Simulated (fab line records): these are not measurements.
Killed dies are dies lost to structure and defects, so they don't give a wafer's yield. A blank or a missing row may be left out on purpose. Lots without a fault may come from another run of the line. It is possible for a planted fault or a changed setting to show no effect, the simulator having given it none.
Problem report in the 8D (eight disciplines) form, filled by code -- flow sky130 -- the parts of the form that need people (team, actions taken, sign-off) are left out

== 1. THE PROBLEM ==
Mean of strip_time_to_endpoint_s at SKY_VT_ADJUST_PCH_STRIP_09: 42.68 s across 6 wafers in 2 lots; on wafers with no fault it is 36.92 s (standard deviation 0.096). That is +60 standard deviations from the usual mean.
The step: strips in O2/N2.
First observed at day 16 05:16: wafer L106.1, on plasma_asher-04. The record holds 39 wafers of 13 lots with a number at this step. Rule for "out", or "out of limits": more than 4 standard deviations from the usual mean. Any other wafer with a number is counted as sound.

== 2. WHAT IT IS, WHAT IT ISN'T ==
question,is,is not
which readings at this step,"strip_time_to_endpoint_s, oes_product_au","drypump_motor_current_A, o2_flow_sccm"
which lots,"L106, L108","L100, L107, L109, L987, L988, L990, L991, L993, L996, L997, L998"
which wafers of those lots,all that have a number,-
read on which tools,plasma_asher-04,"plasma_asher-01, plasma_asher-03"
when,from day 16 05:16,"up to then (27 sound wafers); but 6 sound wafers of L107, L109 came after"

== 3. THE SUSPECTS, EACH WITH WHAT RULES IT OUT ==
Counting: a tool at any process step up to the reading remains a suspect when it ran all the lots that are out and ran no sound lot after the first of those.
- plasma_asher-04 at SKY_VT_ADJUST_PCH_STRIP_09 (strips in O2/N2): kept. Every lot that is out went through it, starting with L106 (day 16 05:16), and after that it ran no sound lot; the last sound lot it ran before then is L100 (day 14 05:01). Its own oes_product_au, strip_time_to_endpoint_s readings are out on those wafers.
Left after counting: plasma_asher-04 at SKY_VT_ADJUST_PCH_STRIP_09.

== 4. THE CAUSE (what the simulator had put in) ==
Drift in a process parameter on plasma_asher-04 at SKY_VT_ADJUST_PCH_STRIP_09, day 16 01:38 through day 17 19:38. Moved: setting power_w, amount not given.
This tool alone remained once counting was done.

== 5. THE CHAIN OF EFFECTS, in route order ==
Each row: a reading where the mean over the struck wafers with a number is more than 3 standard deviations away from the usual. Readings are gone through only where the record gives a usual standard deviation; hours: the median, over the lots, of the time from a lot's start at the first step in this table giving one to that lot's start at this step; sigmas: the change measured in usual standard deviations.
hours,step,reading,usual,on struck wafers,change,sigmas
0,SKY_VT_ADJUST_PCH_STRIP_09,oes_product_au,0.723 a.u.,0.656,-0.067,-16
0,SKY_VT_ADJUST_PCH_STRIP_09,strip_time_to_endpoint_s,36.92 s,42.68,+5.76,+60
Its process steps:
- SKY_VT_ADJUST_PCH_STRIP_09: strips in O2/N2.

== 6. WHAT WOULD HAVE CAUGHT IT SOONER ==
In this record no reading fell out of limits until day 16 05:16, 4 hours after the fault had begun at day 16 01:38.
